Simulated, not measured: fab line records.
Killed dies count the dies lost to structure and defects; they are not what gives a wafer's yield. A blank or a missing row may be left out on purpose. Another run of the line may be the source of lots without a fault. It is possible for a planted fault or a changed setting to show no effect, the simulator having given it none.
Which tool is to blame? -- flow sky130 -- Sampling: 6 lots, 17 wafers, 4 of 708 route steps

== WHAT EACH GAUGE READ, for each wafer ==
SKY_LI_CONTACT_CD_MEAS_12: the cd target is 170 nm.
lot,measured,on,cd_nm (nm)
L162,day 29 23:43,cd_sem-02,155.3 172.4 155.6 172.3
L173,day 34 01:25,cd_sem-02,169.1 170.2 169.3
L174,day 34 21:21,cd_sem-01,169.4 169.9 168.5
L177,day 35 03:26,cd_sem-01,172.8 172.6 172.9
L179,day 35 14:46,cd_sem-01,170.3 170.2 170.9
L181,day 36 11:16,cd_sem-02,168.4 169.2 168.8

== EACH LOT AND THE TOOL THAT RAN IT (in order: tool; ch and the chambers of the sampled wafers; start) ==
lot,SKY_POLY_CUT_STRIP_12,SKY_LI_CONTACT_CMP_02,SKY_LI_CONTACT_EXPOSE_09
L162,"plasma_asher-04 ch 0,1, day 25 03:32","cmp-02 ch 1, day 28 21:50","krf_scanner-02 ch 0, day 29 09:59"
L173,"plasma_asher-04 ch 0,1, day 29 09:41","cmp-01 ch 0,1,3, day 32 21:59","krf_scanner-02 ch 0, day 33 12:34"
L174,"plasma_asher-03 ch 0,1, day 30 06:11","cmp-01 ch 0,1, day 33 18:18","krf_scanner-02 ch 0, day 34 07:22"
L177,"plasma_asher-03 ch 0,1, day 30 12:23","cmp-02 ch 0,3, day 34 00:16","krf_scanner-02 ch 0, day 34 13:55"
L179,"plasma_asher-04 ch 0,1, day 31 03:14","cmp-02 ch 0,1,3, day 34 12:26","krf_scanner-02 ch 0, day 35 02:30"
L181,"plasma_asher-02 ch 0,1, day 31 22:42","cmp-02 ch 0,1,2, day 35 08:41","krf_scanner-01 ch 0, day 35 22:32"
- SKY_POLY_CUT_STRIP_12: strips in O2/N2.
- SKY_LI_CONTACT_CMP_02: polishes PSG.
- SKY_LI_CONTACT_EXPOSE_09: exposes mask LICM1, target cd 170 nm.

== THE ANSWER, worked out from the rows above alone ==
Rule: the lots themselves supply what counts as usual. Put in order of their means at a reading, lots are off if they are a third of the lots or fewer, leave a main group of 4 or more, and stand apart from it by a gap of 3 or more times the standard deviation of the main group's means; of several such gaps the widest counts. The tables above print the reading to a certain number of digits; a main group whose means all agree to those digits is not used. Also off: a lot with no number at a reading for which 4 or more lots have one. Any other lot the step has rows for is counted as sound.
Off: L162, at SKY_LI_CONTACT_CD_MEAS_12 (cd_nm). The main group: mean 170.2 nm, standard deviation 1.4.
If a tool, at a process step before that reading, ran all the lots that are off and no sound lot after the first of them, it fits. The gauges at SKY_LI_CONTACT_CD_MEAS_12 are tried like those tools. Of those tried, none fits.

== WHAT THE SIMULATOR HAD INSERTED ==
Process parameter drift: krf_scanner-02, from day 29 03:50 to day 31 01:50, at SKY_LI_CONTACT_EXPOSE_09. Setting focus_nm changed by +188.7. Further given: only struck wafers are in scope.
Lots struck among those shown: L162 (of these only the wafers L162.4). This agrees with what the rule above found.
